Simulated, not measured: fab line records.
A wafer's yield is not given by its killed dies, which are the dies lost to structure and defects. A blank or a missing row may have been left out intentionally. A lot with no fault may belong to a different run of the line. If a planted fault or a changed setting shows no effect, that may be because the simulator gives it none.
Problem report in the 8D (eight disciplines) form, filled by code | flow sky130 | the parts of the form that need people (team, actions taken, sign-off) are left out

== 1. PROBLEM STATEMENT ==
oes-product-au at SKY_LI_CONTACT_ETCH_15 reads a mean of 0.774 a.u. on 3 wafers of 2 lots; wafers without a fault read 0.837 a.u. with a standard deviation of 0.0045. That is -14 standard deviations from the usual mean.
The step: etches PSG in C4F8/O2/Ar, stops on Si, target depth 600 nm.
First seen on wafer L372.2, day 30 04:36, on rie-diel-01. The record has a number at this step for 36 wafers belonging to 12 lots. Rule for "out" (also "out of limits"): further than 4 standard deviations from the usual mean. The other wafers with a number count as sound.

== 2. WHAT IT IS, AND WHAT IT ISN'T ==
question                    | is                     | is not
which readings at this step | oes-product-au         | -
which lots                  | L372, L373             | L380, L382, L384, L385, L386, L387, L388, L389, L390, L391
which wafers of those lots  | L372.2, L373.4, L373.5 | L372.1, L372.3, L373.3
read on which tools         | rie-diel-01            | rie-diel-03, rie-diel-04
when                        | from day 30 04:36      | up to then (2 sound wafers); but 31 sound wafers of L373, L380, L382, L384, L385, L386, L387, L388, L389, L390, L391 came after

== 3. SUSPECTS, AND WHAT RULES EACH OUT ==
Counting: any tool at a process step up to the reading remains a suspect provided it ran every lot that is out. Sound lots after the first of them don't rule it out here, since some wafers of a struck lot are sound.
- rie-diel-01 at SKY_LI_CONTACT_ETCH_15 (etches PSG in C4F8/O2/Ar, stops on Si, target depth 600 nm): kept. It ran every lot that is out, first L372 (day 30 04:36). Its own oes-product-au readings are out on those wafers.
- At SKY_LI_CONTACT_ETCH_15, inside rie-diel-01: chamber 0 took the wafers that are out, while their sound lot-mates went through chambers 1, 3.
Remaining after the count: rie-diel-01 at SKY_LI_CONTACT_ETCH_15.

== 4. THE CAUSE (what the simulator had put in) ==
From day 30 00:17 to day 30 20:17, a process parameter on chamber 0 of rie-diel-01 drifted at SKY_LI_CONTACT_ETCH_15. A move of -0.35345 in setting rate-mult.
After counting, this tool was the only one left.

== 5. THE EFFECT CHAIN, in route order ==
Rows list readings where the struck wafers' mean (over those with a number) sits beyond 3 standard deviations from the usual. Readings are gone through only where the record gives a usual standard deviation; hours: the median, over the lots, of the time from a lot's start at the first step in this table giving one to that lot's start at this step; sigmas: the change measured in usual standard deviations.
hours | step                    | reading                  | usual      | on struck wafers | change | sigmas
0     | SKY_LI_CONTACT_ETCH_15  | oes-product-au           | 0.837 a.u. | 0.774            | -0.063 | -14
0     | SKY_LI_CONTACT_STRIP_16 | oes-product-au           | 0.375 a.u. | 0.401            | +0.026 | +5.8
0     | SKY_LI_CONTACT_STRIP_16 | strip-time-to-endpoint-s | 3.485 s    | 4.104            | +0.619 | +24
391   | SKY_PAD_OPEN_PROBE_99   | killed-at-contacts       | 24         | 428              | +404   | +81
391   | SKY_PAD_OPEN_PROBE_99   | killed-dies              | 85         | 492              | +407   | +44
391   | SKY_PAD_OPEN_PROBE_99   | killed-on-rim            | 16         | 96               | +80    | +20
It contains these process steps:
- SKY_LI_CONTACT_ETCH_15: etches PSG in C4F8/O2/Ar, stops on Si, target depth 600 nm.
- SKY_LI_CONTACT_STRIP_16: strips in O2/N2.
- SKY_PAD_OPEN_PROBE_99

== 6. WHAT WOULD HAVE CAUGHT IT SOONER ==
First out-of-limits reading in this record: day 30 04:36, which is 4 hours after fault onset at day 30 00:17.
